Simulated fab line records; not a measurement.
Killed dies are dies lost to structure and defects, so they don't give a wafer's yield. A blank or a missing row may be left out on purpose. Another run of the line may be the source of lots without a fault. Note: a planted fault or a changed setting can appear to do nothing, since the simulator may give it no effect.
Matching of chambers ; flow gf180mcu ; 3 sister chambers for GF_V5_CVD_02 on pecvd-01
The step deposits SiO2 from TEOS, target thk 1450 nm, time 163.28 s. 3 wafers are shown with their chamber, then 9 later ones without.

## WAFERS, EACH WITH ITS CHAMBER
wafer;chamber;heater power w (W)
L086.1;0;589
L086.2;2;660
L086.5;1;858

## WAFERS WITH NO CHAMBER GIVEN
wafer;heater power w (W)
L094.1;587
L094.2;809
L094.3;651
L094.4;540
L094.5;880
L094.6;675
L095.1;673
L095.2;744
L095.3;854

## WHICH CHAMBER EACH ONE RAN IN
wafer;from the rows above;in truth
L094.1;can't be placed: 0 or 2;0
L094.2;1;1
L094.3;can't be placed: 2 or 0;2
L094.4;can't be placed: 0 or 2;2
L094.5;1;1
L094.6;can't be placed: 2 or 0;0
L095.1;can't be placed: 2 or 0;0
L095.2;can't be placed: 2 or 1 or 0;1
L095.3;1;1
Correctly placed: 3 of 9. From these rows, 6 cannot be placed; in 6 the true chamber is one of the candidates. Placed wrongly: 0.
How it was worked out, from the rows above alone: a wafer's distance from a chamber is the root of the sum, over the readings, of the square of ((its reading less the chamber's mean) divided by the reading's scatter). The wafer belongs to the nearest chamber; if the next one is less than 2 further off, it can't be placed. The mean given for a chamber averages the wafers shown for that chamber. The scatter (one wafer shown for each chamber): square how far every hidden wafer sits from the nearest shown wafer, average those squares and take the square root.
